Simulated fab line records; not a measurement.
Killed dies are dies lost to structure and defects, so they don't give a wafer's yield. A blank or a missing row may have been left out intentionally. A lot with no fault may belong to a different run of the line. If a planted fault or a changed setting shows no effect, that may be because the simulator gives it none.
Which tool is to blame? ; flow gf180mcu ; 18 wafers from 6 lots sampled at 4 of the route's 602 steps

## WHAT EACH GAUGE READ, for each wafer
GF_CONTACT_CD_MEAS_14: target cd 220 nm.
lot;measured;on;cdNm (nm)
L417;day 17 04:37;cdSem-01;218.8 217.7 219.3
L423;day 19 05:35;cdSem-02;222.4 221.5 222.2
L426;day 20 13:47;cdSem-02;219.9 221.4 220.5
L430;day 21 23:01;cdSem-01;219.6 219.8 220.1
L434;day 23 05:26;cdSem-02;219.1 220.7 221.7
L436;day 24 01:18;cdSem-01;219.4 221.3 220.7

## WHICH TOOL RAN EACH LOT (tool, then ch and the chambers of the sampled wafers, then the start)
lot;GF_SAB_CVD_00;GF_SALICIDE_SPUTTER_03;GF_CONTACT_EXPOSE_11
L417;pecvd-03 ch 0,2, day 15 06:58;pvdSputter-03, day 16 05:30;krfScanner-01 ch 0, day 16 18:21
L423;pecvd-03 ch 1,2, day 17 05:16;pvdSputter-04, day 18 04:47;krfScanner-02 ch 0, day 18 17:52
L426;pecvd-04 ch 0,1, day 18 11:06;pvdSputter-04, day 19 11:22;krfScanner-01 ch 0, day 20 01:41
L430;pecvd-02 ch 0,2, day 19 20:40;pvdSputter-03, day 20 21:53;krfScanner-02 ch 0, day 21 11:21
L434;pecvd-04 ch 0,2, day 21 05:46;pvdSputter-03, day 22 05:41;krfScanner-02 ch 0, day 22 17:47
L436;pecvd-03 ch 1,2, day 22 01:27;pvdSputter-02, day 23 01:24;krfScanner-02 ch 0, day 23 13:40
- GF_SAB_CVD_00: deposits SiO2 from TEOS, target thk 50 nm, time 4.9302 s.
- GF_SALICIDE_SPUTTER_03: material TiN, target thk 20 nm, time 16.7 s.
- GF_CONTACT_EXPOSE_11: exposes mask Contact, target cd 220 nm.

## THE ANSWER, worked out from the rows above alone
Rule: the lots themselves supply what counts as usual. The widest of any qualifying gaps counts: lots, ordered by their means at a reading, are off when they make up no more than a third of the lots, leave a main group of 4 or more, and stand apart from it by 3 or more times the standard deviation of that group's means. A main group is skipped when, at the precision printed for the reading in the tables above, its means are all equal. A lot without any number at a reading at which 4 lots or more have one is off too. Any other lot the step has rows for is counted as sound.
No lot is off at any reading shown: from this, nothing can be told.

## WHAT THE SIMULATOR HAD INSERTED
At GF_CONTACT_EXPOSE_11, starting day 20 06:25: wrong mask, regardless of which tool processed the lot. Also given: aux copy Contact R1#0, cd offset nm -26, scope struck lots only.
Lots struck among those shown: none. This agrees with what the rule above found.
